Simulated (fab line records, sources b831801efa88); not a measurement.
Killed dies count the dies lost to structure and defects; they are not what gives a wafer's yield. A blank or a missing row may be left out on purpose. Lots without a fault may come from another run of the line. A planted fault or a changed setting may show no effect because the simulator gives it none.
Which tool was responsible? ; flow gf180mcu ; 12 lots with 36 wafers sampled at 5 steps, on a route of 602 steps

## WHAT THE GAUGES SHOWED, per wafer
GF_HV_LDD_OVL_MEAS_32.
lot;measured;on;HV_LDD_02_OVL (nm)
L976;day 11 14:56;overlay-02;-1.3 -2.3 -1.2
L978;day 12 05:41;overlay-02;-1.4 -1.4 0.0
L981;day 13 05:53;overlay-02;-0.4 -3.1 -2.9
L982;day 13 13:32;overlay-02;0.4 -0.5 -0.5
L986;day 14 16:02;overlay-01;0.3 -0.8 0.1
L989;day 15 21:59;overlay-02;-1.7 0.3 0.2
L990;day 16 01:47;overlay-01;-2.1 0.7 1.0
L998;day 18 13:35;overlay-02;-0.5 -2.0 -3.8
L999;day 19 05:08;overlay-02;-3.1 -1.8 -0.4

GF_SAB_THK_MEAS_01.
lot;measured;on;SAB_CVD_00_THK (nm)
L976;day 14 06:07;film_metro-04;49.8 50.6 50.4
L978;day 14 22:26;film_metro-01;49.2 49.4 50.4
L981;day 16 02:23;film_metro-02;49.7 49.8 51.3
L982;day 16 11:46;film_metro-02;49.6 49.9 49.9
L986;day 17 15:54;film_metro-02;49.2 48.9 49.9
L989;day 18 22:31;film_metro-04;49.8 49.9 50.6
L990;day 19 03:55;film_metro-01;49.9 50.3 50.7
L998;day 21 18:31;film_metro-04;49.4 49.2 50.5
L999;day 22 09:32;film_metro-02;49.2 50.0 50.3

## EACH LOT AND THE TOOL THAT RAN IT (in order: tool; ch and the chambers of the sampled wafers; start)
lot;GF_MVPSD_STRIP_10;GF_POLY_GATE_ETCH_13;GF_POLY_GATE_STRIP_14
L976;plasma_asher-04 ch 0,1, day 4 23:54;rie_si-02 ch 0,1,3, day 9 07:01;plasma_asher-01 ch 0,1, day 9 07:04
L978;plasma_asher-04 ch 0, day 5 17:03;rie_si-01 ch 0,2, day 9 19:16;plasma_asher-03 ch 1, day 9 19:19
L981;plasma_asher-04 ch 0,1, day 6 11:02;rie_si-02 ch 0,3, day 10 19:49;plasma_asher-02 ch 0,1, day 10 19:54
L982;plasma_asher-02 ch 0,1, day 6 13:35;rie_si-02 ch 1,2, day 11 01:34;plasma_asher-02 ch 0,1, day 11 01:39
L986;plasma_asher-01 ch 0,1, day 7 11:41;rie_si-01 ch 0,1,3, day 12 00:28;plasma_asher-03 ch 0,1, day 12 00:31
L989;plasma_asher-01 ch 0,1, day 8 06:45;rie_si-01 ch 0,3, day 13 04:34;plasma_asher-02 ch 0,1, day 13 04:37
L990;plasma_asher-02 ch 0,1, day 8 09:54;rie_si-01 ch 1,2, day 13 07:40;plasma_asher-02 ch 0,1, day 13 07:43
L991;plasma_asher-01 ch 0,1, day 8 17:14;rie_si-02 ch 1,2, day 13 18:16;plasma_asher-02 ch 0,1, day 13 18:21
L992;plasma_asher-02 ch 0,1, day 8 23:08;rie_si-02 ch 0,3, day 13 23:10;plasma_asher-01 ch 0,1, day 13 23:15
L993;plasma_asher-01 ch 0,1, day 9 04:50;rie_si-02 ch 0,2,3, day 14 02:31;plasma_asher-01 ch 0,1, day 14 02:36
L998;plasma_asher-01 ch 0,1, day 10 09:17;rie_si-01 ch 1,2,3, day 15 13:13;plasma_asher-01 ch 0,1, day 15 13:16
L999;plasma_asher-01 ch 0,1, day 10 22:29;rie_si-01 ch 0,2, day 16 04:04;plasma_asher-01 ch 0,1, day 16 04:07
- GF_MVPSD_STRIP_10: strips in O2/N2.
- GF_POLY_GATE_ETCH_13: etches poly-Si in HBr/Cl2, stops on SiO2, target depth 198.5 nm, time 72.55 s.
- GF_POLY_GATE_STRIP_14: strips in O2/N2.

## WHAT THE TOOLS THEMSELVES READ (means of the sampled wafers that have a number; where no wafer has one, the mark that the record gives instead)
GF_MVPSD_STRIP_10.
lot;tool;chamber_pressure_mTorr (mTorr);drypump_motor_current_A (A);heater_power_w (W);o2_flow_sccm (sccm);oes_product_au (a.u.);strip_time_to_endpoint_s (s)
L976;plasma_asher-04;1499.5;5.8;337;2994;0.724;36.92
L978;plasma_asher-04;1499.7;5.5;312;3004;0.723;37.00
L981;plasma_asher-04;1500.8;5.8;338;3001;0.723;36.94
L982;plasma_asher-02;1499.3;5.7;331;3002;0.720;36.83
L986;plasma_asher-01;1500.2;5.6;344;2997;0.723;36.99
L989;plasma_asher-01;1499.9;5.6;346;3001;0.724;36.93
L990;plasma_asher-02;1499.6;5.7;332;2996;0.724;37.09
L991;plasma_asher-01;1500.8;5.8;321;2995;0.723;37.03
L992;plasma_asher-02;1499.7;5.9;325;3010;0.723;37.13
L993;plasma_asher-01;1500.2;5.6;348;2995;0.725;36.88
L998;plasma_asher-01;1500.0;5.6;351;3001;0.726;37.16
L999;plasma_asher-01;1500.7;5.8;329;3002;0.722;36.93

GF_POLY_GATE_ETCH_13.
lot;tool;HBr_flow_sccm (sccm);chamber_pressure_mTorr (mTorr);drypump_motor_current_A (A);oes_product_au (a.u.);throttle_valve_pct (%)
L976;rie_si-02;149.5;9.991;6.0;0.976;33.685
L978;rie_si-01;149.8;10.006;5.7;0.987;33.685
L981;rie_si-02;150.2;9.999;6.1;0.978;33.683
L982;rie_si-02;150.3;9.998;6.1;0.976;33.689
L986;rie_si-01;150.0;10.003;5.5;0.992;33.696
L989;rie_si-01;149.8;9.998;6.0;0.982;33.690
L990;rie_si-01;149.9;10.009;5.3;0.986;33.680
L991;rie_si-02;-;-;-;-;-
L992;rie_si-02;-;-;-;-;-
L993;rie_si-02;-;-;-;-;-
L998;rie_si-01;150.2;10.005;5.8;0.978;33.685
L999;rie_si-01;149.7;10.003;5.5;0.986;33.699

GF_POLY_GATE_STRIP_14.
lot;tool;chamber_pressure_mTorr (mTorr);drypump_motor_current_A (A);heater_power_w (W);o2_flow_sccm (sccm);oes_product_au (a.u.)
L976;plasma_asher-01;1500.6;5.8;325;3003;0.504
L978;plasma_asher-03;1499.5;6.4;327;2995;0.508
L981;plasma_asher-02;1500.1;5.9;329;3003;0.498
L982;plasma_asher-02;1500.2;5.7;334;3003;0.504
L986;plasma_asher-03;1501.4;6.0;326;3014;0.503
L989;plasma_asher-02;1499.5;5.9;326;2986;0.502
L990;plasma_asher-02;1500.9;5.7;328;3005;0.503
L991;plasma_asher-02;1500.0;5.9;330;2998;0.538
L992;plasma_asher-01;1498.4;5.8;325;2998;0.541
L993;plasma_asher-01;1499.9;5.8;325;2989;0.542
L998;plasma_asher-01;1501.0;5.6;347;2990;0.507
L999;plasma_asher-01;1500.8;5.6;349;3008;0.496

## THE ANSWER, worked out from the rows above alone
Rule: what is usual is taken from the lots themselves. Put in order of their means at a reading, lots are off if they are a third of the lots or fewer, leave a main group of 4 or more, and stand apart from it by a gap of 3 or more times the standard deviation of the main group's means; of several such gaps the widest counts. A main group whose means are all the same, to the digits that the tables above print for the reading, isn't used. Also off: a lot with no number at a reading for which 4 or more lots have one. Where the step has rows for the other lots, those lots are counted as sound. First the gauges in route order, then the tools' own readings, where a lot's mean is used as printed above. The first step at which some lot is off is used, and at that step the reading that is off furthest; a lot without a number counts as furthest.
Off: L991, L992, L993, at GF_POLY_GATE_ETCH_13 (HBr_flow_sccm). Without a number there: L991, L992, L993. The main group has a mean of 149.9 sccm with a standard deviation of 0.25.
If a tool, at that step or one of the process steps before it, ran each lot that is off and ran no sound lot following the first of them, it fits. One fits: GF_POLY_GATE_ETCH_13 on rie_si-02. Its last sound lot is L982 (day 11 01:34), its first lot that is off L991 (day 13 18:16): a fault that began between those two fits.
Blank at GF_POLY_GATE_ETCH_13 on the lots that are off, where sound lots have numbers: HBr_flow_sccm, chamber_pressure_mTorr, drypump_motor_current_A, oes_product_au, throttle_valve_pct.

## WHAT WAS PUT IN BY THE SIMULATOR
Whole step skipped at GF_POLY_GATE_ETCH_13 on rie_si-02, starting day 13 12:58. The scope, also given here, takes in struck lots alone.
Lots struck among those shown: L991, L992, L993. This agrees with what the rule above found.
